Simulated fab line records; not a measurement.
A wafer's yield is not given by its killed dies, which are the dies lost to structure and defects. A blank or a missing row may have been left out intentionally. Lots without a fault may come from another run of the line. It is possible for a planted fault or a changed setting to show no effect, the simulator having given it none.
A single fault, viewed from 2 desks / flow gf180mcu / only its own numbers are on each desk; what lay behind them is given at the end

## THE METROLOGY DESK
What the gauges read, lot by lot, whatever tool the lot ran on: means of the sampled wafers that have a number. If a lot's mean is further than 4 standard deviations from the usual mean, the lot is out of limits and carries the mark OUT (the distance appears in the brackets).
Columns: A = V3_BOW at GF_V3_BOW_MEAS_05, usual 116 um
lot=L873; first seen here=day 21 07:40; A=116
lot=L875; first seen here=day 22 00:43; A=116
lot=L878; first seen here=day 23 06:20; A=118
lot=L881; first seen here=day 24 13:24; A=117
lot=L882; first seen here=day 24 14:43; A=119
lot=L887; first seen here=day 26 11:53; A=118
lot=L888; first seen here=day 26 22:32; A=116
lot=L889; first seen here=day 26 23:33; A=110
lot=L890; first seen here=day 27 07:03; A=117
lot=L891; first seen here=day 27 16:11; A=107
lot=L893; first seen here=day 28 02:23; A=130
lot=L894; first seen here=day 28 11:08; A=117
Result from this desk: across the 12 lots, nothing is out of limits.

## THE TOOL OWNER'S DESK: pvdSputter-01
The tool's own readings at GF_V3_SPUTTER_22 (material TiN, target thk 10 nm, time 40 s): means of the sampled wafers that have a number, for each lot that ran on this tool. If a lot's mean is further than 4 standard deviations from the usual mean, the lot is out of limits and carries the mark OUT (the distance appears in the brackets).
Columns: A = cathodeDcPowerW at GF_V3_SPUTTER_22, usual 4000.0 W; B = chamberPressurePa at GF_V3_SPUTTER_22, usual 5.002 Pa; C = throttleValvePct at GF_V3_SPUTTER_22, usual 29.6 %
lot=L873; first seen here=day 22 08:21; A=4000.8; B=4.996; C=30.5
lot=L888; first seen here=day 27 19:24; A=3999.8; B=5.007; C=28.7
lot=L890; first seen here=day 28 03:42; A=3999.5; B=5.000; C=28.8
Result from this desk: across the 3 lots, nothing is out of limits.

## PUT TOGETHER
At the metrology desk, nothing out of limits was observed.
The desk of the tool owner found nothing out of limits.

## WHAT THE SIMULATOR PUT IN
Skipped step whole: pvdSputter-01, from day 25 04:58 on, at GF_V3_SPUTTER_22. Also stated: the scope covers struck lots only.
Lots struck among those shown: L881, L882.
